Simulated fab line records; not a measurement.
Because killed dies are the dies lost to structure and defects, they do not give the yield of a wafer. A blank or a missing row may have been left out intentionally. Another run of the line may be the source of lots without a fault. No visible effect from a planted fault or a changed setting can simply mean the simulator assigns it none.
The tool behind it: which one? -- flow gf180mcu -- 6 lots with 18 wafers sampled at 2 steps, on a route of 602 steps

## WHAT EACH GAUGE READ, for each wafer
GF_DUAL_GATE_THK_MEAS_03.
lot,measured,on,DUAL_GATE_OXIDATION_00_THK (nm)
L728,day 8 11:20,film_metro-02,10.62 10.67 10.57
L730,day 8 21:40,film_metro-02,11.13 10.95 11.04
L734,day 10 00:12,film_metro-03,9.78 9.77 9.84
L736,day 10 13:22,film_metro-01,9.61 9.58 9.70
L746,day 13 07:17,film_metro-02,10.90 10.89 11.01
L749,day 14 03:08,film_metro-02,11.03 11.02 11.08

## EACH LOT AND THE TOOL THAT RAN IT (in order: tool; ch and the chambers of the sampled wafers; start)
lot,GF_DUAL_GATE_OXIDATION_02
L728,"furnace-01 ch 0, day 8 09:53"
L730,"furnace-02 ch 0, day 8 20:13"
L734,"furnace-02 ch 0, day 9 22:44"
L736,"furnace-02 ch 0, day 10 11:55"
L746,"furnace-02 ch 0, day 13 05:50"
L749,"furnace-02 ch 0, day 14 01:41"
- GF_DUAL_GATE_OXIDATION_02: stabilise 600 s, purge 300 s, target thk 10.887 nm.

## THE ANSWER, worked out from the rows above alone
Rule: the usual values come from the lots themselves. The widest of any qualifying gaps counts: lots, ordered by their means at a reading, are off when they make up no more than a third of the lots, leave a main group of 4 or more, and stand apart from it by 3 or more times the standard deviation of that group's means. Not used: any main group whose means are identical at the precision the tables above print for the reading. Also off: a lot with no number at a reading for which 4 or more lots have one. Where the step has rows for the other lots, those lots are counted as sound.
Off: at GF_DUAL_GATE_THK_MEAS_03 (DUAL_GATE_OXIDATION_00_THK), L734, L736. Mean 10.91 nm and standard deviation 0.17 in the main group.
If a tool, at a process step before that reading, ran all the lots that are off and no sound lot after the first of them, it fits. Those tools and the gauges at GF_DUAL_GATE_THK_MEAS_03 are tried in the same way. No candidate that was tried fits.

## WHAT THE SIMULATOR HAD INSERTED
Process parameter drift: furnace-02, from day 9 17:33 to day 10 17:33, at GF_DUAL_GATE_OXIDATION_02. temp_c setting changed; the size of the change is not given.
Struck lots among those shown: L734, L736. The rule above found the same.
